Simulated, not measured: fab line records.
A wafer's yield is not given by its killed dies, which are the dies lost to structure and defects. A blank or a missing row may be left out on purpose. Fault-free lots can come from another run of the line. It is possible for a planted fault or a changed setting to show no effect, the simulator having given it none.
A lot that was struck, set against a sound lot || flow gf180mcu || 14 out of 602 route steps
Sound: these wafers, L801.1, L801.3, L801.5. Wafers struck: L788.1, L788.2, L788.6. At the end, the cause is stated.
Per side, at each step with rows, come the tool, then ch with its chambers, and then its first start. Under that, the readings that differ: sound wafers || struck wafers || difference of the means || sigmas: that difference in standard deviations of wafers without a fault.
alike: words and numbers the same on both sides, and readings whose means are apart by under 2 such deviations; not compared: readings that were withheld, readings missing a value for some wafer, numbers with overlapping values and no deviation given by the record, and bounds like >300 which may hide the same value.
The two part at a step that has a row with sigmas, a row that says differs or no value, or rows on one side only. Non-overlapping numbers with no deviation appear without sigmas and do not part them. A reading that every wafer of one side lacks parts them only if that side has two wafers or more.

first, 1 step without rows for these wafers: GF_HV_LDD_DEVELOP_06 (develop time 60 s).
GF_HV_LDD_CD_MEAS_07: target cd 400 nm.
  sound: cd sem-01 at day 16 10:08; struck: cd sem-01 at day 12 07:59
  alike: cd nm
GF_HV_LDD_OVL_MEAS_08:
  sound: overlay-02 at day 16 10:16; struck: overlay-01 at day 12 08:07
{"reading": "HV_LDD_OVL (nm)", "sound": "2.9 2.3 2.9", "struck": "-1.4 -1.4 -2.1", "difference": -4.3, "sigmas": -3}
then, 1 step without rows for these wafers: GF_HV_LDD_IMPLANT_09.
GF_HV_LDD_STRIP_10: strips in O2/N2.
  sound on plasma asher-02 ch 0,1, day 16 10:27; struck on plasma asher-04 ch 0,1, day 12 08:18
  alike: drypump motor current A, heater power w, oes product au, strip time to endpoint s
  not compared: rf hours counter h
GF_HV_LDD_TW_MEAS_11:
  sound: film metro-01 at day 16 10:33; struck: film metro-01 at day 12 08:24
  alike: HV_LDD_TW
then, 6 steps without rows for these wafers: GF_HV_LDD_DEHYDRATE_12 (time 60 s); GF_HV_LDD_HMDS_13 (prime time 60 s); GF_HV_LDD_COAT_14 (resist thk 1000 nm); GF_HV_LDD_SOFTBAKE_15 (time 60 s); GF_HV_LDD_EXPOSE_16 (exposes mask Pplus LV AREA, target cd 400 nm); GF_HV_LDD_PEB_17.
GF_HV_LDD_DEVELOP_18: develop time 60 s.
  sound on litho track-04 ch 0, day 17 07:33; struck on litho track-03, day 13 03:17
  no value came back on the struck wafers for chill plate temp C (C), develop time s (s), developer temp C (C), resist line temp C (C); on the sound wafers chill plate temp C (C) reads 23.12 22.92 23.06
GF_HV_LDD_CD_MEAS_19: target cd 400 nm.
  sound: cd sem-02 at day 17 07:42; struck: cd sem-01 at day 13 03:26
{"reading": "cd nm (nm)", "sound": "403.0 405.1 401.7", "struck": "- - -", "difference": "no value on the struck wafers", "sigmas": ""}

## WHERE THEY PART
Earliest at GF_HV_LDD_OVL_MEAS_08; latest, in this record, at GF_HV_LDD_CD_MEAS_19.

WHY: the cause the simulator had injected
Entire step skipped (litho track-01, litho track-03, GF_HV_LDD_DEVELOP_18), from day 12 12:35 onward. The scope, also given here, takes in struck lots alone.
